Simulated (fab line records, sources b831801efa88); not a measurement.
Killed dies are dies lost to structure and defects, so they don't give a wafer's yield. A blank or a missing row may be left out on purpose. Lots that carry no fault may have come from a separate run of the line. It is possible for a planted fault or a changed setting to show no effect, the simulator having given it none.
8D (eight disciplines) problem report, filled in by code || flow sky130 || the parts of the form that need people (team, actions taken, sign-off) are left out

## 1. THE PROBLEM
At SKY_METAL3_METAL_ETCH_18, oes-product-au averages 0.645 a.u. over 4 wafers from 3 lots, while fault-free wafers read 0.864 a.u., standard deviation 0.0067. That puts it -33 standard deviations away from the usual mean.
The step: etches the open film in Cl2/BCl3, stops on SiO2, target depth 845 nm, time 183.1 s.
First observed at day 44 01:31: wafer L557.4, on rie-metal-04. Wafers with a number at this step in the record: 30, from 10 lots. By rule, "out" or "out of limits" means more than 4 standard deviations away from the usual mean. All remaining wafers that have a number are taken as sound.

## 2. WHAT IT IS AND WHAT IT IS NOT
{"question": "which readings at this step", "is": "oes-product-au", "is not": "drypump-motor-current-A, throttle-valve-pct"}
{"question": "which lots", "is": "L557, L558, L559", "is not": "L543, L545, L547, L548, L550, L553, L564"}
{"question": "which wafers of those lots", "is": "L557.4, L558.2, L559.2, L559.6", "is not": "L557.3, L557.5, L558.3, L558.5, L559.1"}
{"question": "read on which tools", "is": "rie-metal-01, rie-metal-02, rie-metal-04", "is not": "-"}
{"question": "when", "is": "from day 44 01:31", "is not": "up to then (20 sound wafers); but 6 sound wafers of L558, L559, L564 came after"}

## 3. SUSPECTS, AND WHAT RULES EACH OUT
Counting: if a tool at a process step up to the reading ran every lot that is out, it stays a suspect. Sound lots after the first of them don't rule it out here, since some wafers of a struck lot are sound.
- pvd-sputter-03 at SKY_METAL3_SPUTTER_02 (material AlCu, target thk 735 nm, time 39.1 s): kept. Ran every lot that is out, first one L557 (day 42 06:55); last sound lot up to then L550 (day 40 11:31).
After counting, what remains is pvd-sputter-03 at SKY_METAL3_SPUTTER_02.

## 4. THE CAUSE (what the simulator had put in)
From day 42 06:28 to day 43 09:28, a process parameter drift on pvd-sputter-03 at SKY_METAL3_SPUTTER_02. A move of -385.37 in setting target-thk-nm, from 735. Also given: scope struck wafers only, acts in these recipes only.
The count eliminated every tool but this one.

## 5. SEQUENCE OF EFFECTS, ordered by route
One row per reading whose mean, taken over the struck wafers that have a number, lies over 3 standard deviations from the usual. Scope: only readings with a usual standard deviation given in the record; hours: median across lots of the time from each lot's start at the first step in this table that gives one to its start at this step; sigmas: change in usual standard deviations.
{"hours": 0, "step": "SKY_METAL3_METAL_ETCH_18", "reading": "oes-product-au", "usual": "0.864 a.u.", "on struck wafers": 0.645, "change": -0.219, "sigmas": -33}
Process steps it contains:
- SKY_METAL3_METAL_ETCH_18: etches the open film in Cl2/BCl3, stops on SiO2, target depth 845 nm, time 183.1 s.
Later measuring or inspecting steps at which every struck wafer that the step has a row for has a number for every such reading, and none has moved that far: SKY_VIA3_THK_MEAS_01, SKY_VIA3_BOW_MEAS_03.

## 6. HOW IT WOULD HAVE BEEN CAUGHT EARLIER
First out-of-limits reading in this record: day 44 01:31, which is 43 hours after fault onset at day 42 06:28.
Tool readings at SKY_METAL3_SPUTTER_02 with a usual standard deviation given in the record: none out on any struck wafer, hence no alarm at a limit of 4 standard deviations on them.
By day 44 01:31 the whole set of lots that are out, 3 in number, had already begun SKY_METAL3_SPUTTER_02 on pvd-sputter-03. Holding the tool at that point would not have protected any of them.
